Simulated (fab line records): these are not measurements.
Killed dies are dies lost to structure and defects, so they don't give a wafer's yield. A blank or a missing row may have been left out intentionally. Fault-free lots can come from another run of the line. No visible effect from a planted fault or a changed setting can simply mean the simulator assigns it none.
Chamber matching    flow sky130    4 sister chambers for SKY_VIA4_CMP_21 on cmp-01
The step polishes, stops on SiO2, t overpolish 25 s, target thk 0 nm. 8 wafers are shown with their chamber, then 7 later ones without.

== WAFERS WITH THEIR CHAMBER ==
wafer   chamber  motorCurrentA (A)  timeToEndpointS (s)
L180.3  0        9.8                119
L182.1  3        12.3               133
L184.2  2        10.7               126
L186.1  3        12.4               124
L186.2  0        10.4               115
L186.6  1        9.6                123
L188.1  1        9.4                124
L188.3  2        10.4               131

== WAFERS WITH NO CHAMBER GIVEN ==
wafer   motorCurrentA (A)  timeToEndpointS (s)
L188.5  12.0               129
L199.1  12.7               127
L199.2  10.4               125
L199.4  9.3                122
L201.2  12.8               126
L201.4  10.8               121
L201.6  12.1               124

== CHAMBER TAKEN BY EACH ==
wafer   from the rows above      in truth
L188.5  3                        3
L199.1  3                        3
L199.2  can't be placed: 2 or 0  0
L199.4  1                        1
L201.2  3                        3
L201.4  can't be placed: 2 or 0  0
L201.6  3                        3
Correctly placed: 5 of 7. Unplaceable from these rows: 2, with the true chamber sitting among the candidates in 2. Number placed wrongly: 0.
How it was worked out, from the rows above alone: a wafer's distance from a chamber is the root of the sum, over the readings, of the square of ((its reading less the chamber's mean) divided by the reading's scatter). The wafer belongs to the nearest chamber; if the next one is less than 2 further off, it can't be placed. A chamber's mean is the mean of its shown wafers. The scatter: the root of (the sum of the squares of (reading less its chamber's mean) over the shown wafers, divided by (wafers less chambers)).
